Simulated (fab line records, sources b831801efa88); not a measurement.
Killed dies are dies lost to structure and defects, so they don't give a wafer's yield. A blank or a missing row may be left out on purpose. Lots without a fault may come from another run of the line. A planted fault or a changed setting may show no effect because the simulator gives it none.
Which tool did it? | flow sfq_line | 14 lots, 42 wafers sampled, at 5 steps of a route of 325

WHAT THE GAUGES READ, wafer by wafer
SFQ_M1_RS_MEAS_909: measures by four-point-probe.
lot  | measured     | on            | M1_NB_RS (ohm/sq)
L414 | day 10 00:44 | film_metro-04 | 0.878 0.873 0.882
L417 | day 10 09:10 | film_metro-03 | 0.888 0.884 0.885
L418 | day 10 13:23 | film_metro-04 | 0.888 0.880 0.879
L421 | day 11 07:11 | film_metro-04 | 0.892 0.889 0.897
L422 | day 11 10:47 | film_metro-01 | 0.884 0.882 0.889
L425 | day 12 07:20 | film_metro-01 | 0.884 0.881 0.884
L426 | day 12 11:31 | film_metro-03 | 0.877 0.895 0.891
L427 | day 12 17:44 | film_metro-01 | 0.877 0.889 0.887
L428 | day 13 02:08 | film_metro-03 | 0.887 0.896 0.893
L433 | day 14 15:08 | film_metro-03 | 0.888 0.896 0.902
L434 | day 14 17:31 | film_metro-04 | 0.897 0.898 0.892
L435 | day 15 03:19 | film_metro-03 | 0.907 0.889 0.896
L436 | day 15 11:40 | film_metro-01 | 0.902 0.903 0.901
L437 | day 15 20:01 | film_metro-04 | 0.891 0.898 0.899

SFQ_M2_RS_MEAS_914: measures by four-point-probe.
lot  | measured     | on            | M2_NB_RS (ohm/sq)
L414 | day 17 19:50 | film_metro-01 | 0.903 0.908 0.897
L417 | day 18 09:40 | film_metro-03 | 0.884 0.893 0.900
L418 | day 18 17:30 | film_metro-03 | 0.892 0.897 0.892
L421 | day 19 19:23 | film_metro-02 | 0.884 0.896 0.890
L422 | day 19 21:47 | film_metro-03 | 0.895 0.895 0.895
L425 | day 21 12:38 | film_metro-03 | 0.898 0.898 0.884
L426 | day 21 17:38 | film_metro-02 | 0.882 0.886 0.870
L427 | day 22 01:52 | film_metro-01 | 0.763 0.754 0.768
L428 | day 22 12:41 | film_metro-03 | 0.769 0.764 0.763
L433 | day 25 05:30 | film_metro-01 | 0.896 0.898 0.897
L434 | day 25 07:53 | film_metro-03 | 0.885 0.893 0.890
L435 | day 25 21:51 | film_metro-02 | 0.908 0.898 0.904
L436 | day 26 06:26 | film_metro-03 | 0.919 0.897 0.914
L437 | day 26 17:07 | film_metro-01 | 0.902 0.904 0.896

SFQ_M2_OVL_MEAS_916.
lot  | measured     | on         | M2_OVL (nm)
L414 | day 23 04:49 | overlay-01 | -4 -9 -7
L417 | day 24 00:01 | overlay-01 | 1 -3 5
L418 | day 24 08:40 | overlay-01 | 4 4 10
L421 | day 25 18:21 | overlay-02 | 11 4 12
L422 | day 25 19:33 | overlay-01 | -14 -6 -14
L425 | day 27 12:28 | overlay-01 | -9 -11 -20
L426 | day 27 17:17 | overlay-02 | -1 6 -1
L427 | day 28 04:39 | overlay-02 | 5 2 5
L428 | day 28 17:51 | overlay-02 | -2 -3 -7
L433 | day 31 12:49 | overlay-01 | -15 -16 -14
L434 | day 31 14:01 | overlay-01 | 7 9 12
L435 | day 32 12:49 | overlay-02 | -4 1 -1
L436 | day 32 23:47 | overlay-02 | 3 4 2
L437 | day 33 11:28 | overlay-02 | 2 2 7

WHICH TOOL RAN EACH LOT (tool, then ch and the chambers of the sampled wafers, then the start)
lot  | SFQ_TRILAYER_I0_DEP_PECVD_027   | SFQ_TRILAYER_M2_DEP_SPUTTER_055
L414 | pecvd-01 ch 1,2, day 6 11:07    | pvd_sputter-06, day 17 19:44
L417 | pecvd-01 ch 0,2, day 6 20:43    | pvd_sputter-05, day 18 09:32
L418 | pecvd-02 ch 0,1,2, day 6 21:57  | pvd_sputter-04, day 18 17:21
L421 | pecvd-01 ch 0,1, day 7 08:43    | pvd_sputter-05, day 19 19:17
L422 | pecvd-03 ch 1,2, day 7 13:31    | pvd_sputter-04, day 19 21:41
L425 | pecvd-01 ch 1,2, day 8 05:05    | pvd_sputter-04, day 21 12:32
L426 | pecvd-02 ch 0,1,2, day 8 12:17  | pvd_sputter-05, day 21 17:32
L427 | pecvd-02 ch 1,2, day 8 17:05    | pvd_sputter-04, day 22 01:44
L428 | pecvd-01 ch 0,1, day 9 02:41    | pvd_sputter-04, day 22 12:34
L433 | pecvd-03 ch 0,1, day 10 10:59   | pvd_sputter-06, day 25 05:23
L434 | pecvd-01 ch 1,2, day 10 11:24   | pvd_sputter-05, day 25 07:47
L435 | pecvd-01 ch 1,2, day 10 22:12   | pvd_sputter-06, day 25 21:44
L436 | pecvd-03 ch 0,1,2, day 11 05:24 | pvd_sputter-04, day 26 06:19
L437 | pecvd-02 ch 0,2, day 11 12:09   | pvd_sputter-06, day 26 17:01
- SFQ_TRILAYER_I0_DEP_PECVD_027: deposits SiO2 from SiH4/N2O, time 111.11 s, target thk 500 nm.
- SFQ_TRILAYER_M2_DEP_SPUTTER_055: material Nb, target thk 200 nm, time 133.3 s.

WHAT THE TOOLS THEMSELVES READ (means of the sampled wafers that have a number; where no wafer has one, the mark that the record gives instead)
SFQ_TRILAYER_I0_DEP_PECVD_027.
lot  | tool     | heater_power_w (W) | rf_fwd_power_W (W) | throttle_valve_pct (%)
L414 | pecvd-01 | 108                | 182.3              | 22.8
L417 | pecvd-01 | 81                 | 181.7              | 23.0
L418 | pecvd-02 | 105                | 182.5              | 24.5
L421 | pecvd-01 | 97                 | 182.6              | 22.4
L422 | pecvd-03 | 95                 | 182.4              | 25.5
L425 | pecvd-01 | 103                | 182.0              | 23.1
L426 | pecvd-02 | 98                 | 182.0              | 24.9
L427 | pecvd-02 | 108                | 182.3              | 25.6
L428 | pecvd-01 | 108                | 182.3              | 22.7
L433 | pecvd-03 | 75                 | 181.8              | 22.8
L434 | pecvd-01 | 104                | 182.5              | 23.2
L435 | pecvd-01 | 104                | 183.1              | 23.1
L436 | pecvd-03 | 78                 | 182.3              | 23.1
L437 | pecvd-02 | 96                 | 181.8              | 24.2

SFQ_TRILAYER_M2_DEP_SPUTTER_055.
lot  | tool           | throttle_valve_pct (%)
L414 | pvd_sputter-06 | 29.3
L417 | pvd_sputter-05 | 29.8
L418 | pvd_sputter-04 | 30.4
L421 | pvd_sputter-05 | 30.4
L422 | pvd_sputter-04 | 30.4
L425 | pvd_sputter-04 | 30.4
L426 | pvd_sputter-05 | 29.8
L427 | pvd_sputter-04 | 30.4
L428 | pvd_sputter-04 | 30.1
L433 | pvd_sputter-06 | 28.8
L434 | pvd_sputter-05 | 28.8
L435 | pvd_sputter-06 | 30.2
L436 | pvd_sputter-04 | 30.4
L437 | pvd_sputter-06 | 29.9

THE ANSWER, worked out from the rows above alone
Rule: what is usual is taken from the lots themselves. Put in order of their means at a reading, lots are off if they are a third of the lots or fewer, leave a main group of 4 or more, and stand apart from it by a gap of 3 or more times the standard deviation of the main group's means; of several such gaps the widest counts. A main group whose means are all the same, to the digits that the tables above print for the reading, isn't used. A lot without any number at a reading at which 4 lots or more have one is off too. The other lots that the step has rows for count as sound. The gauges are gone through in route order, then the tools' own readings, and for those a lot's mean is taken as printed above. The first step at which some lot is off is used, and at that step the reading that is off furthest; a lot without a number counts as furthest.
Off: L427, L428, at SFQ_M2_RS_MEAS_914 (M2_NB_RS). The main group: mean 0.896 ohm/sq, standard deviation 0.0076.
A tool fits if, at a process step before that reading, it ran every lot that is off, and no sound lot after the first of them. The gauges at SFQ_M2_RS_MEAS_914 are tried like those tools. None of those tried fits.

WHAT THE SIMULATOR HAD PUT IN
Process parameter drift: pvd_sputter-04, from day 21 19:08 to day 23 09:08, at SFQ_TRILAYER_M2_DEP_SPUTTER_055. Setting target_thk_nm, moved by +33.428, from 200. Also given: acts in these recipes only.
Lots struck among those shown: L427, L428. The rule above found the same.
